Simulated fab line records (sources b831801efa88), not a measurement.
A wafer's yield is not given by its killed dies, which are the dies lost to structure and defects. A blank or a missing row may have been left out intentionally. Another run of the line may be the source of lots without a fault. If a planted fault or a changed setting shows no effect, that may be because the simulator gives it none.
Problem report, 8D (eight disciplines) form, completed by code | flow sky130 | the parts of the form that need people (team, actions taken, sign-off) are left out

## 1. WHAT WENT WRONG
Mean VT_ADJUST_LVTN_TW at SKY_VT_ADJUST_LVTN_TW_MEAS_10: 29.9 over 6 wafers in 2 lots; fault-free wafers: 238.1, standard deviation 3. Relative to the usual mean, that is a shift of -69 standard deviations.
First observed at day 12 07:26: wafer L435.1, on film-metro-04. The record holds 42 wafers of 14 lots with a number at this step. Rule for "out", or "out of limits": more than 4 standard deviations from the usual mean. The rest of the wafers with a number are treated as sound.

## 2. WHAT THIS IS AND IS NOT
question                    | is                           | is not
which readings at this step | VT_ADJUST_LVTN_TW            | -
which lots                  | L435, L436                   | L415, L416, L418, L419, L420, L421, L423, L424, L426, L428, L429, L433
which wafers of those lots  | all that have a number       | -
read on which gauges        | film-metro-02, film-metro-04 | film-metro-01
when                        | from day 12 07:26            | up to then (36 sound wafers)

## 3. THE SUSPECTS, EACH WITH WHAT RULES IT OUT
Counting: a tool at any process step up to the reading remains a suspect when it ran all the lots that are out and ran no sound lot after the first of those.
- the gauge at SKY_VT_ADJUST_LVTN_TW_MEAS_10: ruled out. Those wafers that are out were read across 2 gauges (film-metro-02, film-metro-04).
- rie-si-01 at SKY_FIELD_ISO_ETCH_17 (etches Si in HBr/Cl2/O2, target depth 342 nm, time 97.7 s): kept. It ran every lot that is out, first L435 (day 6 13:46), and no sound lot after that; its last sound lot up to then is L429 (day 5 07:25).
- litho-track-02 at SKY_VT_ADJUST_LVTN_DEVELOP_06 (develop time 60 s): kept. It ran every lot that is out, first L435 (day 12 06:00), and no sound lot after that; its last sound lot up to then is L429 (day 10 17:00).
Remaining after the count are rie-si-01 at SKY_FIELD_ISO_ETCH_17 and litho-track-02 at SKY_VT_ADJUST_LVTN_DEVELOP_06.

## 4. THE CAUSE (what the simulator had put in)
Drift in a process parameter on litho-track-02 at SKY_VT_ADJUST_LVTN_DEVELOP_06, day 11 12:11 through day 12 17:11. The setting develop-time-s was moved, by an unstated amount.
2 suspects survive the count, and this tool is in that group.

## 5. SEQUENCE OF EFFECTS, ordered by route
One row per reading whose mean, taken over the struck wafers that have a number, lies over 3 standard deviations from the usual. Scope: only readings with a usual standard deviation given in the record; hours: median across lots of the time from each lot's start at the first step in this table that gives one to its start at this step; sigmas: change in usual standard deviations.
hours | step                          | reading           | usual | on struck wafers | change | sigmas
0     | SKY_VT_ADJUST_LVTN_TW_MEAS_10 | VT_ADJUST_LVTN_TW | 238.1 | 29.9             | -208.2 | -69
Readings that are blank on the struck wafers while sound wafers have them: VT_ADJUST_LVTN_OVL at SKY_VT_ADJUST_LVTN_OVL_MEAS_07.
Later measuring or inspecting steps at which every struck wafer that the step has a row for has a number for every such reading, and none has moved that far: SKY_RES_XHIGH_TW_MEAS_09, SKY_LI_CONTACT_THK_MEAS_01.

## 6. HOW IT WOULD HAVE BEEN CAUGHT EARLIER
In this record the first reading out of limits at a measuring or inspecting step was taken at day 12 07:26, 19 hours after the fault began at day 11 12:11.
Between SKY_VT_ADJUST_LVTN_DEVELOP_06 and SKY_VT_ADJUST_LVTN_TW_MEAS_10, SKY_VT_ADJUST_LVTN_OVL_MEAS_07 gave no VT_ADJUST_LVTN_OVL on the struck wafers, where sound wafers have one: a measuring or inspecting step that comes back empty is itself a sign.
L436, from the lots that are out (2), started SKY_VT_ADJUST_LVTN_DEVELOP_06 on litho-track-02 later than day 12 07:26. It would have been spared by a hold on the tool at that moment.
